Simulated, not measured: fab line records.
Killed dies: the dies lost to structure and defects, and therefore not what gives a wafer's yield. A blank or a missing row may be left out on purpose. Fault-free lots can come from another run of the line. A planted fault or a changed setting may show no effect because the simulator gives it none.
Split-lot study + flow gf180mcu + on a route of 602 steps: 5 lots, 23 wafers read

== THE SPLIT ==
At GF_PASSIVATION_COAT_06 (resist thk 4000 nm), the setting spin rpm was moved away from the recipe's 2000 rpm on 12 of the 23 wafers read, by -4.5% to +5.8%. All remaining wafers had this setting at the recipe value.

== FROM SPLIT TO READING: 1 step shown by the file between the two ==
- GF_PASSIVATION_DEVELOP_10: develop time 60 s (also split here: develop time s)

== THE READING ==
coat_of_PASSIVATION_COAT_06.thk nm (the simulator's own value, which no gauge read), in nm, at GF_PASSIVATION_ETCH_11 (etches the open film in CF4/O2, stops on TiN, target depth 1800 nm, time 400 s). The file gives no usual value for it. Across the 11 wafers here that went through the recipe, the average is 2812 nm and the standard deviation 15 nm.

| wafer  | tool, chamber at the split | spin rpm as run, rpm | against the recipe | coat_of_PASSIVATION_COAT_06.thk nm, nm | against lot-mates on the recipe |
|--------|----------------------------|----------------------|--------------------|----------------------------------------|---------------------------------|
| L076.1 | litho track-02, 0          | 1910                 | -4.5%              | 2905                                   | +108                            |
| L076.2 | litho track-02, 0          | 2000                 | recipe             | 2782                                   | -                               |
| L076.3 | litho track-02, 0          | 2000                 | recipe             | 2812                                   | -                               |
| L076.4 | litho track-02, 0          | 1910                 | -4.5%              | 2919                                   | +122                            |
| L076.6 | litho track-02, 0          | 1910                 | -4.5%              | 2934                                   | +137                            |
| L079.2 | litho track-04, 0          | 2000                 | recipe             | 2812                                   | -                               |
| L079.4 | litho track-04, 0          | 2000                 | recipe             | 2823                                   | -                               |
| L079.5 | litho track-04, 0          | 2000                 | recipe             | 2790                                   | -                               |
| L080.1 | litho track-02, 0          | 2117                 | +5.8%              | 2702                                   | -124                            |
| L080.2 | litho track-02, 0          | 2117                 | +5.8%              | 2705                                   | -122                            |
| L080.3 | litho track-02, 0          | 2117                 | +5.8%              | 2698                                   | -128                            |
| L080.5 | litho track-02, 0          | 2000                 | recipe             | 2837                                   | -                               |
| L080.6 | litho track-02, 0          | 2000                 | recipe             | 2816                                   | -                               |
| L081.1 | litho track-04, 0          | 2000                 | recipe             | 2819                                   | -                               |
| L081.2 | litho track-04, 0          | 2084                 | +4.2%              | 2734                                   | -77                             |
| L081.3 | litho track-04, 0          | 2000                 | recipe             | 2803                                   | -                               |
| L081.4 | litho track-04, 0          | 2084                 | +4.2%              | 2717                                   | -94                             |
| L081.6 | litho track-04, 0          | 2084                 | +4.2%              | 2703                                   | -108                            |
| L083.1 | litho track-04, 0          | 2096                 | +4.8%              | 2741                                   | -80                             |
| L083.2 | litho track-04, 0          | 2096                 | +4.8%              | 2739                                   | -82                             |
| L083.4 | litho track-04, 0          | 2096                 | +4.8%              | 2763                                   | -58                             |
| L083.5 | litho track-04, 0          | 2000                 | recipe             | 2820                                   | -                               |
| L083.6 | litho track-04, 0          | 2000                 | recipe             | 2822                                   | -                               |

FIT RESULTS
A straight line over all 23 wafers: coat_of_PASSIVATION_COAT_06.thk nm changes by -19.9 nm for each +1% of spin rpm; r = -0.96; the points scatter about the line by 19 nm.
The same after taking each lot's own level away (the mean of its wafers on the recipe; 23 wafers): -22.1 nm for each +1%; r = -0.98; scatter 17 nm.
On that fit, the largest move of spin rpm shifts the reading by 1.3e+02 nm.
Measured against the standard deviation above, the lots' own levels, which go from 2797.0 to 2826.5 nm, span 2.0 times it.
The two slopes agree, so the slope changes little with the lot-to-lot level.
Check: -121 nm against its lot-mates is what the line predicts for one of the wafers moved furthest among these (+5.8%) when that wafer is left out of the fit. Against them it came out at -124 nm.

== OTHER SPLITS APPLIED TO THESE WAFERS ==
Note: prior to the reading, these wafers also went through further splits. Each is held against what the fit with the lots' levels taken away leaves over:
| other split on the same wafers           | wafers away from the commonest value | r with coat_of_PASSIVATION_COAT_06.thk nm (lot level and that fit taken away) |
|------------------------------------------|--------------------------------------|-------------------------------------------------------------------------------|
| GF_TOP_METAL_EXPOSE_11 dose mj           | 7                                    | +0.26                                                                         |
| GF_PASSIVATION_DEVELOP_10 develop time s | 7                                    | -0.01                                                                         |

== THE WHOLE CHAIN: every reading that the file lists as answering this split, in the file's order ==
| step                    | what it does                                                                   | reading                                                                             | change (the file's fit)              | r (the file's) |
|-------------------------|--------------------------------------------------------------------------------|-------------------------------------------------------------------------------------|--------------------------------------|----------------|
| GF_PASSIVATION_COAT_06  | resist thk 4000 nm                                                             | coat_of_PASSIVATION_COAT_06.thk nm (the simulator's own value, which no gauge read) | -20.4 nm for each +1% of the setting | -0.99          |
| GF_PASSIVATION_ETCH_11  | etches the open film in CF4/O2, stops on TiN, target depth 1800 nm, time 400 s | coat_of_PASSIVATION_COAT_06.thk nm (the simulator's own value, which no gauge read) | -21.3 nm for each +1% of the setting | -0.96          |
| GF_PASSIVATION_STRIP_12 | strips in O2/N2                                                                | strip time to endpoint s                                                            | withheld for each +1% of the setting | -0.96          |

== THE FILE'S OWN FIT ==
coat_of_PASSIVATION_COAT_06.thk nm changes by -21.3 nm for each +1% of spin rpm, r = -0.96.
